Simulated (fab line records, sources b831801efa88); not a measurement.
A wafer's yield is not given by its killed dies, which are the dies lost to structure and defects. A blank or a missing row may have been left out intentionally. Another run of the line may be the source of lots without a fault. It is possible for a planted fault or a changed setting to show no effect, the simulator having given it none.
Which tool is to blame?    flow sky130    Sampling: 10 lots, 30 wafers, 5 of 708 route steps

## WHAT EACH GAUGE READ, for each wafer
SKY_VIA1_OVL_MEAS_13.
lot   measured      on          VIA1_OVL (nm)
L426  day 35 16:11  overlay-02  4 1 -4
L427  day 36 00:38  overlay-01  16 9 -3
L429  day 36 20:20  overlay-02  16 -10 -4
L430  day 37 04:48  overlay-01  -3 4 4
L433  day 37 16:32  overlay-01  9 12 10
L441  day 40 05:41  overlay-02  -1 1 0
L443  day 40 15:43  overlay-02  10 0 7
L444  day 40 20:53  overlay-01  8 -1 6
L445  day 41 04:50  overlay-02  -9 7 -3
L446  day 41 09:51  overlay-01  0 -1 -5

SKY_VIA4_RS_MEAS_19: measurement is done with a four-point probe.
lot   measured      on             VIA4_W_RS (ohm/sq)
L426  day 44 09:49  film-metro-01  0.2285 0.2255 0.2266
L427  day 44 17:13  film-metro-04  0.2297 0.2253 0.2277
L429  day 45 09:22  film-metro-04  0.2248 0.2244 0.2233
L430  day 45 16:20  film-metro-03  0.2273 0.2246 0.2247
L433  day 46 02:37  film-metro-03  0.2258 0.2292 0.2231
L441  day 48 04:32  film-metro-03  0.2242 0.3113 0.2250
L443  day 48 10:01  film-metro-01  0.3089 0.2243 0.2274
L444  day 48 16:38  film-metro-04  0.2297 0.2262 0.2288
L445  day 49 00:04  film-metro-01  0.2299 0.2298 0.2318
L446  day 49 02:23  film-metro-01  0.2268 0.2278 0.2278

SKY_VIA4_THK_MEAS_20: measures by xrf.
lot   measured      on             VIA4_W_THK (nm)
L426  day 44 09:56  film-metro-01  497 503 503
L427  day 44 17:19  film-metro-04  500 508 505
L429  day 45 09:29  film-metro-04  507 508 509
L430  day 45 16:28  film-metro-03  500 507 507
L433  day 46 02:44  film-metro-03  501 495 507
L441  day 48 04:37  film-metro-03  509 368 509
L443  day 48 10:07  film-metro-01  367 505 496
L444  day 48 16:44  film-metro-04  502 512 501
L445  day 49 00:10  film-metro-01  490 486 485
L446  day 49 02:31  film-metro-01  496 493 492

## WHAT TOOL EACH LOT RAN ON (gives the tool, then ch and the chambers of the sampled wafers, and finally the start)
lot   SKY_METAL2_DESCUM_17               SKY_VIA4_CVD_18
L426  rie-metal-01 ch 0,1, day 36 20:32  cvd-w-01 ch 0,1, day 44 09:40
L427  rie-metal-03 ch 0,1, day 37 04:25  cvd-w-01 ch 0,1, day 44 17:04
L429  rie-metal-03 ch 0,1, day 37 23:55  cvd-w-01 ch 0,1, day 45 09:13
L430  rie-metal-01 ch 0,1, day 38 08:19  cvd-w-01 ch 0,1, day 45 16:11
L433  rie-metal-03 ch 0, day 38 19:34    cvd-w-01 ch 0,1, day 46 02:28
L441  rie-metal-03 ch 0, day 41 08:00    cvd-w-01 ch 0,1, day 48 04:22
L443  rie-metal-03 ch 0, day 41 17:56    cvd-w-01 ch 0,1, day 48 09:52
L444  rie-metal-04 ch 0,1, day 41 23:08  cvd-w-02 ch 0,1, day 48 16:27
L445  rie-metal-03 ch 0,1, day 42 06:56  cvd-w-02 ch 0,1, day 48 23:53
L446  rie-metal-01 ch 0,1, day 42 11:37  cvd-w-02 ch 0,1, day 49 02:14
- SKY_METAL2_DESCUM_17: chemistry O2, time 8 s.
- SKY_VIA4_CVD_18: deposits W, target thk 505 nm, time 152.14 s.

## AS READ BY THE TOOLS THEMSELVES (means over the sampled wafers that have a number; for cases with no such wafer, the mark the record gives instead)
SKY_METAL2_DESCUM_17.
lot   tool          drypump-motor-current-A (A)  he-backside-leak-sccm (sccm)  oes-product-au (a.u.)
L426  rie-metal-01  6.3                          3.4                           1.002
L427  rie-metal-03  6.0                          3.2                           0.997
L429  rie-metal-03  6.1                          3.2                           0.998
L430  rie-metal-01  6.0                          3.5                           1.007
L433  rie-metal-03  6.0                          3.1                           0.999
L441  rie-metal-03  6.0                          3.1                           0.996
L443  rie-metal-03  6.0                          3.1                           1.007
L444  rie-metal-04  5.7                          3.4                           1.001
L445  rie-metal-03  6.1                          3.2                           0.994
L446  rie-metal-01  6.2                          3.3                           1.001

SKY_VIA4_CVD_18.
lot   tool      heater-power-w (W)  susceptor-temp-C (C)
L426  cvd-w-01  923                 400.00
L427  cvd-w-01  898                 400.22
L429  cvd-w-01  907                 399.97
L430  cvd-w-01  912                 400.05
L433  cvd-w-01  905                 399.85
L441  cvd-w-01  892                 394.60
L443  cvd-w-01  874                 394.59
L444  cvd-w-02  856                 399.94
L445  cvd-w-02  820                 400.19
L446  cvd-w-02  863                 400.14

## THE ANSWER, worked out from the rows above alone
Rule: the usual values come from the lots themselves. The widest of any qualifying gaps counts: lots, ordered by their means at a reading, are off when they make up no more than a third of the lots, leave a main group of 4 or more, and stand apart from it by 3 or more times the standard deviation of that group's means. A main group is skipped when, at the precision printed for the reading in the tables above, its means are all equal. Also off: a lot with no number at a reading for which 4 or more lots have one. All remaining lots with rows at the step are treated as sound. The gauges are gone through in route order, then the tools' own readings, and for those a lot's mean is taken as printed above. The first step at which some lot is off is used, and at that step the reading that is off furthest; a lot without a number counts as furthest.
Off: L441, L443, at SKY_VIA4_RS_MEAS_19 (VIA4_W_RS). The main group: mean 0.2270 ohm/sq, standard deviation 0.0018.
If a tool, at a process step before that reading, ran all the lots that are off and no sound lot after the first of them, it fits. The gauges at SKY_VIA4_RS_MEAS_19 aren't tried: what is off there is off at SKY_VIA4_CVD_18 too, on other tools, and a gauge's error can't cause that. One fits: SKY_VIA4_CVD_18 on cvd-w-01. A fault onset in the window from L433 (day 46 02:28, its last sound lot) to L441 (day 48 04:22, its first lot off) fits.
On the lots that are off, the tool's own readings at SKY_VIA4_CVD_18 differ by more than 5 times the standard deviation of the sound lots' means, which bears it out; susceptor-temp-C reads 394.60 C there versus 400.05 C on the sound lots.

## WHAT THE SIMULATOR HAD INSERTED
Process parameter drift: cvd-w-01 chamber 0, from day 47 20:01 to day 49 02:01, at SKY_VIA4_CVD_18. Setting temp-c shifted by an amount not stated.
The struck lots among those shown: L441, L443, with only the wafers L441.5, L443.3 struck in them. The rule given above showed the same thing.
